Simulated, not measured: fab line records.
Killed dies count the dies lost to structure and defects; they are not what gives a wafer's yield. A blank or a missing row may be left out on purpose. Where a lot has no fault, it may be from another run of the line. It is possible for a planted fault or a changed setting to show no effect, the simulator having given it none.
Split-lot experiment    flow sky130    on a route of 708 steps: 5 lots, 23 wafers read

== THE SPLIT ==
At SKY_VIA4_CMP_02 (polishes SiO2), the setting leave_above_ref_nm was moved away from the recipe's 580 nm on 7 of the 23 wafers read, by -3.7% to +6.3%. The other wafers ran this setting at the recipe's value.

Split to reading: the file shows no intervening step.

== THE READING ==
oes_product_au, in a.u., at SKY_VIA4_ETCH_12 (etches SiO2 in C4F8/O2/Ar, stops on TiN, target depth 580 nm). Typical for fault-free wafers on this fab line: 0.925 a.u., with standard deviation 0.004 a.u.

wafer   tool, chamber at the split  leave_above_ref_nm as run, nm  against the recipe  oes_product_au, a.u.  against lot-mates on the recipe
L074.1  cmp-01, 3,2                 580                            recipe              0.924                 -
L074.2  cmp-01, 1                   580                            recipe              0.927                 -
L074.3  cmp-01, 3,2                 580                            recipe              0.931                 -
L074.4  cmp-01, 0                   580                            recipe              0.927                 -
L074.6  cmp-01, 3                   580                            recipe              0.923                 -
L077.1  cmp-01, 1                   558.7                          -3.7%               0.900                 -0.027
L077.2  cmp-01, 3                   580                            recipe              0.923                 -
L077.3  cmp-01, 2                   558.7                          -3.7%               0.901                 -0.026
L077.4  cmp-01, 0                   580                            recipe              0.928                 -
L077.5  cmp-01, 0                   580                            recipe              0.929                 -
L079.1  cmp-01, 0                   580                            recipe              0.925                 -
L079.4  cmp-01, 2                   580                            recipe              0.920                 -
L079.5  cmp-01, 3                   580                            recipe              0.917                 -
L080.1  cmp-01, 2                   615.3                          +6.1%               0.958                 +0.028
L080.2  cmp-01, 1                   615.3                          +6.1%               0.954                 +0.024
L080.4  cmp-01, 3                   580                            recipe              0.927                 -
L080.5  cmp-01, 1                   615.3                          +6.1%               0.955                 +0.025
L080.6  cmp-01, 2                   580                            recipe              0.933                 -
L085.1  cmp-01, 0                   580                            recipe              0.925                 -
L085.2  cmp-01, 3,1                 580                            recipe              0.924                 -
L085.3  cmp-01, 2                   616.6                          +6.3%               0.956                 +0.031
L085.4  cmp-01, 1                   616.6                          +6.3%               0.954                 +0.029
L085.6  cmp-01, 3,1                 580                            recipe              0.926                 -
Rows listing several chambers each stand for several wafers; the file does not say which wafer went through which chamber.

THE FIT
A straight line over all 23 wafers: oes_product_au changes by +0.00518 a.u. for each +1% of leave_above_ref_nm; r = +0.97; the points scatter about the line by 0.0039 a.u.
The same after taking each lot's own level away (the mean of its wafers on the recipe; 23 wafers): +0.00492 a.u. for each +1%; r = +0.97; scatter 0.0036 a.u.
That fit puts the effect of the largest move of leave_above_ref_nm on the reading at 0.031 a.u.
Across the lots, their own levels run from 0.9207 to 0.9300 a.u., a range of 2.3 times the standard deviation given above.
Consequently the slope shifts little with the lot-to-lot level, the two slopes agreeing.
Check: with one of the wafers moved furthest among these (+6.3%) left out of the fit, the line predicts +0.0294 a.u. for it against its lot-mates. It came out at +0.031 a.u. against them.

== OTHER SPLITS APPLIED TO THESE WAFERS ==
These wafers also went through other splits before the reading. Each is held against what the fit with the lots' levels taken away leaves over:
other split on the same wafers  wafers away from the commonest value  r with oes_product_au (lot level and that fit taken away)
SKY_CAP2M_SPUTTER_02 time_s     10                                    -0.43
SKY_CAP2M_EXPOSE_09 dose_mj     4                                     +0.02

== THE WHOLE CHAIN: every reading that the file lists as answering this split, in the file's order ==
step              what it does                                                  reading                                                                         change (the file's fit)                    r (the file's)
SKY_VIA4_CMP_02   polishes SiO2                                                 SiO2_of_VIA4_HDPCVD_00.thk_nm (the simulator's own value, which no gauge read)  +5.83 nm for each +1% of the setting       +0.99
SKY_VIA4_ETCH_12  etches SiO2 in C4F8/O2/Ar, stops on TiN, target depth 580 nm  oes_product_au                                                                  +0.00488 a.u. for each +1% of the setting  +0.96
SKY_VIA4_ETCH_12  etches SiO2 in C4F8/O2/Ar, stops on TiN, target depth 580 nm  VIA4.feature_depth_nm (the simulator's own value, which no gauge read)          +5.73 nm for each +1% of the setting       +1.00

== FILE'S OWN FIT ==
oes_product_au changes by +0.00488 a.u. for each +1% of leave_above_ref_nm, r = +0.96.
